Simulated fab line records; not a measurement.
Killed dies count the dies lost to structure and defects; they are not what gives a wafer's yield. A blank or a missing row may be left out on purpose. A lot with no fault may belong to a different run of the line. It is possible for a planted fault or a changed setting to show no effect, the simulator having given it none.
Which tool is to blame? ; flow sky130 ; 33 wafers from 11 lots sampled at 5 of the route's 708 steps

WHAT THE GAUGES READ, wafer by wafer
SKY_VIA4_THK_MEAS_01. Usual: VIA4_HDPCVD_THK typically reads 1762 nm, with standard deviation 25.
lot;measured;on;VIA4_HDPCVD_THK (nm);flag
L701;day 42 06:25;film-metro-02;1805 1768 1819;
L702;day 43 04:55;film-metro-01;1735 1743 1768;
L703;day 43 05:41;film-metro-01;1757 1776 1714;
L705;day 43 07:40;film-metro-01;1821 1808 1777;
L710;day 45 08:35;film-metro-01;1767 1733 1769;
L708;day 45 11:08;film-metro-01;1783 1773 1770;
L707;day 45 16:41;film-metro-01;1771 1772 1772;
L711;day 45 17:28;film-metro-01;1791 1750 1784;
L715;day 45 23:10;film-metro-02;3417 1760 3411;OFF
L721;day 47 04:15;film-metro-03;1746 1802 1783;
L723;day 47 19:43;film-metro-02;1719 1768 1741;

SKY_VIA4_BOW_MEAS_03. Usual: VIA4_BOW typically reads 78 um, with standard deviation 8.7.
lot;measured;on;VIA4_BOW (um);flag
L701;day 42 06:47;film-metro-01;79 74 83;
L702;day 43 05:16;film-metro-03;68 83 83;
L703;day 43 06:02;film-metro-01;55 59 61;
L705;day 43 08:02;film-metro-01;83 77 77;
L710;day 45 08:57;film-metro-01;75 69 80;
L708;day 45 11:31;film-metro-01;68 71 86;
L707;day 45 17:03;film-metro-02;78 57 76;
L711;day 45 17:58;film-metro-01;81 94 72;
L715;day 45 23:31;film-metro-02;79 82 75;
L721;day 47 04:37;film-metro-03;82 80 78;
L723;day 47 20:08;film-metro-03;85 81 82;

TOOL THAT RAN EACH LOT (tool first, then ch and the chambers of the sampled wafers, then the start)
lot;SKY_METAL4_SPUTTER_04;SKY_CAP2M_SPUTTER_02;SKY_VIA4_HDPCVD_00
L701;pvd-sputter-02, day 40 04:58;pvd-sputter-04, day 40 05:06;hdpcvd-02 ch 0,2, day 42 06:14
L702;pvd-sputter-03, day 41 03:02;pvd-sputter-04, day 41 03:10;hdpcvd-02 ch 0,2, day 43 04:44
L703;pvd-sputter-02, day 41 03:42;pvd-sputter-04, day 41 03:50;hdpcvd-01 ch 0,1,2, day 43 05:31
L705;pvd-sputter-02, day 41 06:20;pvd-sputter-04, day 41 06:28;hdpcvd-01 ch 0,1, day 43 07:28
L710;pvd-sputter-04, day 43 10:56;pvd-sputter-01, day 43 11:05;hdpcvd-02 ch 0,1,2, day 45 08:23
L708;pvd-sputter-03, day 43 13:40;pvd-sputter-02, day 43 13:48;hdpcvd-02 ch 0,1, day 45 10:57
L707;pvd-sputter-02, day 43 18:28;pvd-sputter-04, day 43 18:35;hdpcvd-02 ch 0,1, day 45 16:29
L711;pvd-sputter-02, day 43 19:42;pvd-sputter-01, day 43 19:50;hdpcvd-01 ch 1,2, day 45 17:16
L715;pvd-sputter-03, day 44 01:35;pvd-sputter-02, day 44 01:43;hdpcvd-01 ch 0,1,2, day 45 22:59
L721;pvd-sputter-02, day 45 08:31;pvd-sputter-01, day 45 08:40;hdpcvd-02 ch 0,1,2, day 47 04:04
L723;pvd-sputter-03, day 45 23:53;pvd-sputter-02, day 46 00:01;hdpcvd-02 ch 1,2, day 47 19:27
- SKY_METAL4_SPUTTER_04: material TiN, target thk 70 nm, time 58.3 s.
- SKY_CAP2M_SPUTTER_02: material TiN, target thk 200 nm, time 166.7 s.
- SKY_VIA4_HDPCVD_00: deposits SiO2, target thk 1750 nm, time 291.7 s.

AS READ BY THE TOOLS THEMSELVES (means over the sampled wafers that have a number; for cases with no such wafer, the mark the record gives instead)
SKY_METAL4_SPUTTER_04. Usual: chamber-pressure-pa 0.3999 Pa, standard deviation 0.0008; throttle-valve-pct 29.8 %, standard deviation 0.84.
lot;tool;chamber-pressure-pa (Pa);throttle-valve-pct (%);flag
L701;pvd-sputter-02;0.4003;29.5;
L702;pvd-sputter-03;0.3991;30.8;
L703;pvd-sputter-02;0.4006;29.7;
L705;pvd-sputter-02;0.4000;29.6;
L710;pvd-sputter-04;0.4004;29.8;
L708;pvd-sputter-03;0.4004;30.6;
L707;pvd-sputter-02;0.4008;29.9;
L711;pvd-sputter-02;0.3999;29.4;
L715;pvd-sputter-03;0.4004;30.9;
L721;pvd-sputter-02;0.3995;29.7;
L723;pvd-sputter-03;0.4000;30.6;

SKY_CAP2M_SPUTTER_02. Usual: chamber-pressure-pa 0.4000 Pa, standard deviation 0.00072; substrate-temp-c 300.02 C, standard deviation 0.2; throttle-valve-pct 29.4 %, standard deviation 0.8.
lot;tool;chamber-pressure-pa (Pa);substrate-temp-c (C);throttle-valve-pct (%);flag
L701;pvd-sputter-04;0.4000;299.99;29.1;
L702;pvd-sputter-04;0.3997;300.26;30.5;
L703;pvd-sputter-04;0.4000;300.08;29.6;
L705;pvd-sputter-04;0.3995;300.04;29.2;
L710;pvd-sputter-01;0.4003;299.78;28.6;
L708;pvd-sputter-02;0.3998;299.92;29.1;
L707;pvd-sputter-04;0.3996;299.88;30.0;
L711;pvd-sputter-01;0.3999;300.15;28.6;
L715;pvd-sputter-02;0.4009;300.12;29.5;
L721;pvd-sputter-01;0.4001;300.00;29.1;
L723;pvd-sputter-02;0.3996;300.09;29.1;

THE ANSWER, worked out from the rows above alone
Rule: take the mean of a lot's wafers that have a number; if it is more than 3 standard deviations from the usual mean, the lot is off. Also off: a lot with no number at a reading for which 4 or more lots have one. All remaining lots with rows at the step are treated as sound. Order of review: gauges by route order, followed by the tools' own readings, for which a lot's mean as printed above is used. At the first step where some lot is off, the reading lying furthest off is the one used; lots without a number count as furthest.
Off: L715, at SKY_VIA4_THK_MEAS_01 (VIA4_HDPCVD_THK).
If a tool, at a process step before that reading, ran all the lots that are off and no sound lot after the first of them, it fits. Those tools and the gauges at SKY_VIA4_THK_MEAS_01 are tried in the same way. One fits: hdpcvd-01 at SKY_VIA4_HDPCVD_00. A fault onset in the window from L711 (day 45 17:16, its last sound lot) to L715 (day 45 22:59, its first lot off) fits.

WHAT WAS PUT IN BY THE SIMULATOR
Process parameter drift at SKY_VIA4_HDPCVD_00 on hdpcvd-01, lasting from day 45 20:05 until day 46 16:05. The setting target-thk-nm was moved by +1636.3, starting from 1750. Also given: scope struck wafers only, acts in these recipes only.
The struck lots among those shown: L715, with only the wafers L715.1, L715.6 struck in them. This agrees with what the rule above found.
